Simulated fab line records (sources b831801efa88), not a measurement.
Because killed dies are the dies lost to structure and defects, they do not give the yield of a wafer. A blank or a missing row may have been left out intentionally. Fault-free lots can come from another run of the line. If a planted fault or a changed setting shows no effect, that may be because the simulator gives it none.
A struck lot beside a sound one    flow gf180mcu    24 out of 602 route steps
Sound: these wafers, L334.1, L334.2, L334.4. Wafers L339.2, L339.4, L339.5 were the ones struck. The cause is named last.
Per side, at each step with rows, come the tool, then ch with its chambers, and then its first start. Under that, the readings that differ: sound wafers    struck wafers    difference of the means    sigmas: that difference in standard deviations of wafers without a fault.
alike: a reading whose means differ by less than 2 such deviations, as well as words and numbers matching on both sides. not compared: withheld readings; readings where some wafer has no value; bounds like >300 that might hide an equal value; numbers whose values overlap and for which the record gives no deviation.
The two part at a step that has a row with sigmas, a row that says differs or no value, or rows on one side only. When numbers do not overlap yet have no deviation, they are printed without sigmas and do not part them. Lack of a reading on every wafer of one side parts them only where that side has two or more wafers.

GF_HV_LDD_STRIP_49: strips in O2/N2.
  sound on plasma_asher-01 ch 0,1, day 12 18:16; struck on plasma_asher-01 ch 0,1, day 14 16:13
  alike: chamber_pressure_mTorr, drypump_motor_current_A, heater_power_w, n2_flow_sccm, o2_flow_sccm, oes_product_au, strip_time_to_endpoint_s
  not compared: rf_hours_counter_h
GF_HV_LDD_TW_MEAS_50:
  sound on film_metro-02, day 12 18:22; struck on film_metro-02, day 14 16:19
reading      sound        struck       difference  sigmas
HV_LDD_4_TW  565 567 569  575 574 575  +8          +2
then, 1 step without rows for these wafers: GF_HV_LDD_CLEAN_51 (cleans in SC1/SC2, time 150 s).
GF_HV_LDD_RTA_52: time 10 s.
  sound on rtp_anneal-02 ch 0, day 12 18:29; struck on rtp_anneal-02 ch 0, day 14 16:26
  alike: lamp_power_pct, wafer_temp_C_max
GF_HV_LDD_RS_MEAS_53: measurement is done with a four-point probe.
  sound on film_metro-04, day 12 18:33; struck on film_metro-04, day 14 16:31
  alike: HV_LDD_RS
then, 1 step without rows for these wafers: GF_HV_LDD_CVD_54 (deposits SiO2 from TEOS, target thk 10 nm, time 75 s).
GF_HV_LDD_THK_MEAS_55:
  sound on film_metro-01, day 12 19:41; struck on film_metro-01, day 14 17:38
  alike: HV_LDD_CVD_54_THK
then, 1 step without rows for these wafers: GF_HV_LDD_CVD_56 (deposits Si3N4 from DCS/NH3, target thk 90 nm, time 1543 s).
GF_HV_LDD_THK_MEAS_57:
  sound on film_metro-04, day 12 22:47; struck on film_metro-01, day 14 19:51
  alike: HV_LDD_CVD_56_THK
GF_HV_LDD_ETCHBACK_58: etches Si3N4 in CH3F/O2, stops on SiO2, time 100 s, target depth 90 nm.
  sound on rie_diel-04 ch 0,1,3, day 12 22:50; struck on rie_diel-04 ch 2,3, day 14 19:54
  alike: chamber_pressure_mTorr, drypump_motor_current_A, oes_product_au, throttle_valve_pct
  not compared: rf_hours_counter_h
then, 2 steps without rows for these wafers: GF_NSD_DEHYDRATE_00 (time 60 s); GF_NSD_HMDS_01 (prime time 60 s).
GF_NSD_COAT_02: resist thk 1014 nm.
  sound on litho_track-04 ch 0, day 13 08:33; struck on litho_track-04 ch 0, day 15 06:46
reading                                   sound                 struck                difference  sigmas
spin_speed_rpm (rpm)                      2999.5 3002.4 3003.8  2885.7 2882.0 2880.8  -119.1      -54
model.NOVOLAK_of_NSD_COAT_02.thk_nm (nm)  1017 1014 1014        1038 1040 1039        +24         
  alike: chill_plate_temp_C
then, 3 steps without rows for these wafers: GF_NSD_SOFTBAKE_03 (time 60 s); GF_NSD_EXPOSE_04 (exposes mask Nplus, target cd 400 nm); GF_NSD_PEB_05.
GF_NSD_DEVELOP_06: develop time 60 s.
  sound on litho_track-03 ch 0, day 13 18:10; struck on litho_track-03 ch 0, day 15 17:27
reading                                   sound           struck          difference  sigmas
model.NOVOLAK_of_NSD_COAT_02.thk_nm (nm)  1017 1014 1014  1037 1040 1038  +23         
  alike: chill_plate_temp_C, developer_temp_C
GF_NSD_CD_MEAS_07: target cd 400 nm.
  sound on cd_sem-01, day 13 18:19; struck on cd_sem-01, day 15 17:35
reading     sound              struck             difference  sigmas
cd_nm (nm)  402.5 404.0 403.1  396.3 397.3 393.9  -7.4        -3
GF_NSD_OVL_MEAS_08:
  sound on overlay-02, day 13 18:26; struck on overlay-01, day 15 17:42
  alike: NSD_OVL
then, 2 steps without rows for these wafers: GF_NSD_IMPLANT_09; GF_NSD_IMPLANT_10.
GF_NSD_STRIP_11: strips in O2/N2.
  sound on plasma_asher-03 ch 0,1, day 13 18:47; struck on plasma_asher-02 ch 0,1, day 15 18:02
reading                       sound              struck             difference  sigmas
strip_time_to_endpoint_s (s)  23.16 23.13 23.13  23.42 23.43 23.39  +0.27       +7
  alike: chamber_pressure_mTorr, drypump_motor_current_A, heater_power_w, n2_flow_sccm, o2_flow_sccm, oes_product_au
  not compared: rf_hours_counter_h
GF_NSD_TW_MEAS_12:
  sound on film_metro-04, day 13 18:53; struck on film_metro-04, day 15 18:08
  alike: NSD_TW
-- the record jumps here: 15 days lie between the struck wafers' starts before and after (it left off in module NSD and takes up again in module PASSIVATION, whose first step shown is number 602 of the route) --
GF_PASSIVATION_PROBE_99:
  rows exist in the record for the struck wafers here (prober-02, day 31 03:14), but not for the sound ones

## WHERE THEY PART
Earliest at GF_HV_LDD_TW_MEAS_50; latest, in this record, at GF_PASSIVATION_PROBE_99.

WHY: whatever the simulator had introduced
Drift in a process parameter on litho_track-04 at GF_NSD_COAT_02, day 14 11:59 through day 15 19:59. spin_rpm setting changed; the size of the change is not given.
